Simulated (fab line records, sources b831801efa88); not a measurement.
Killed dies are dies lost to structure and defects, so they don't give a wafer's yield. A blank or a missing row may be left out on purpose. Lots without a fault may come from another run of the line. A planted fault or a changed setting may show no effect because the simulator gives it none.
Chamber matching | flow sky130 | SKY_METAL4_ETCH_17 on rie_diel-02: 4 sister chambers
The step etches SiO2 in C4F8/O2/Ar, stops on TiN, time 3.9 s, target depth 15 nm. 4 wafers are shown with their chamber, then 7 later ones without.

WAFERS WITH THEIR CHAMBER
wafer  | chamber | oes_product_au (a.u.)
L513.3 | 2       | 0.747
L513.6 | 0       | 0.752
L515.1 | 3       | 0.750
L515.4 | 1       | 0.774

WAFERS WITHOUT THEIR CHAMBER
wafer  | oes_product_au (a.u.)
L515.5 | 0.759
L520.2 | 0.739
L520.4 | 0.751
L520.6 | 0.742
L521.1 | 0.745
L521.3 | 0.748
L521.5 | 0.753

WHICH CHAMBER EACH WENT THROUGH
wafer  | from the rows above               | in truth
L515.5 | can't be placed: 0 or 3 or 2 or 1 | 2
L520.2 | can't be placed: 2 or 3 or 0      | 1
L520.4 | can't be placed: 0 or 3 or 2      | 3
L520.6 | can't be placed: 2 or 3 or 0      | 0
L521.1 | can't be placed: 2 or 3 or 0      | 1
L521.3 | can't be placed: 2 or 3 or 0      | 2
L521.5 | can't be placed: 0 or 3 or 2      | 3
Placed correctly: 0 of 7. Can't be placed from these rows: 7 (the true chamber is among the candidates in 5). Placed wrongly: 0.
How it was worked out, from the rows above alone: a wafer's distance from a chamber is the root of the sum, over the readings, of the square of ((its reading less the chamber's mean) divided by the reading's scatter). The wafer belongs to the nearest chamber; if the next one is less than 2 further off, it can't be placed. A chamber's mean is the mean of its shown wafers. The scatter: with one shown wafer a chamber, the root of the mean of the squares of how far each hidden wafer lies from its nearest shown one.
